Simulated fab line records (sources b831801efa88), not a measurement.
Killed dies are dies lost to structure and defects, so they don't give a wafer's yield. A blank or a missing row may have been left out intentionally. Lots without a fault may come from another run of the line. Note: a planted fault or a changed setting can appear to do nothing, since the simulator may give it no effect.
Split-lot experiment | flow gf180mcu | 23 wafers read across 5 lots, on a route 602 steps long

## THE SPLIT ITSELF
At GF_TOP_METAL_EXPOSE_11 (exposes mask MetalTop, target cd 440 nm), the setting doseMj was moved away from the recipe's 170 on 7 of the 23 wafers read, by -5.4% to +5.3%. For the rest of the wafers, this setting stayed at what the recipe calls for.

## FROM THE SPLIT TO THE READING: what the file shows between them, 2 steps
- GF_TOP_METAL_PEB_12
- GF_TOP_METAL_DEVELOP_13: develop time 60 s

## THE READING
cdNm at GF_TOP_METAL_CD_MEAS_14, given in nm (cd target 440 nm). On this fab line, fault-free wafers typically give 440.2 nm with a standard deviation of 2.2 nm.

wafer  | tool, chamber at the split | doseMj as run | against the recipe | cdNm, nm | against lot-mates on the recipe
L076.1 | ilineStepper-01, 0         | 160.8         | -5.4%              | 454.4    | +14.2
L076.2 | ilineStepper-01, 0         | 160.8         | -5.4%              | 454.4    | +14.2
L076.3 | ilineStepper-01, 0         | 170           | recipe             | 440.1    | -
L076.5 | ilineStepper-01, 0         | 160.8         | -5.4%              | 455.4    | +15.2
L076.6 | ilineStepper-01, 0         | 170           | recipe             | 440.2    | -
L078.1 | ilineStepper-02, 0         | 163.3         | -3.9%              | 456.8    | +11.8
L078.2 | ilineStepper-02, 0         | 170           | recipe             | 445.3    | -
L078.3 | ilineStepper-02, 0         | 170           | recipe             | 443.9    | -
L078.4 | ilineStepper-02, 0         | 163.3         | -3.9%              | 455.3    | +10.3
L078.6 | ilineStepper-02, 0         | 170           | recipe             | 445.7    | -
L080.1 | ilineStepper-02, 0         | 170           | recipe             | 437.6    | -
L080.3 | ilineStepper-02, 0         | 170           | recipe             | 439.7    | -
L080.5 | ilineStepper-02, 0         | 170           | recipe             | 438.8    | -
L081.1 | ilineStepper-02, 0         | 179           | +5.3%              | 425.6    | -15.0
L081.2 | ilineStepper-02, 0         | 170           | recipe             | 441.5    | -
L081.3 | ilineStepper-02, 0         | 179           | +5.3%              | 426.1    | -14.5
L081.4 | ilineStepper-02, 0         | 170           | recipe             | 440.2    | -
L081.6 | ilineStepper-02, 0         | 170           | recipe             | 440.0    | -
L085.1 | ilineStepper-02, 0         | 170           | recipe             | 440.2    | -
L085.2 | ilineStepper-02, 0         | 170           | recipe             | 440.7    | -
L085.3 | ilineStepper-02, 0         | 170           | recipe             | 440.7    | -
L085.5 | ilineStepper-02, 0         | 170           | recipe             | 441.9    | -
L085.6 | ilineStepper-02, 0         | 170           | recipe             | 440.4    | -

THE FIT
A straight line over all 23 wafers: cdNm changes by -2.86 nm for each +1% of doseMj; r = -0.96; the points scatter about the line by 2.3 nm.
The same after taking each lot's own level away (the mean of its wafers on the recipe; 23 wafers): -2.75 nm for each +1%; r = -1.00; scatter 0.67 nm.
The reading moves by 15 nm for the largest change in doseMj, on that fit.
The lots' own levels span 438.70 to 444.97 nm, that is 2.8 times the standard deviation above.
Hence the lot-to-lot level has little effect on the slope; both slopes agree.
Check: with one of the wafers moved furthest among these (-5.4%) left out of the fit, the line predicts +15 nm for it against its lot-mates. Against them it came out at +14.2 nm.

## FILE'S OWN FIT
cdNm changes by -2.75 nm for each +1% of doseMj, r = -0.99.
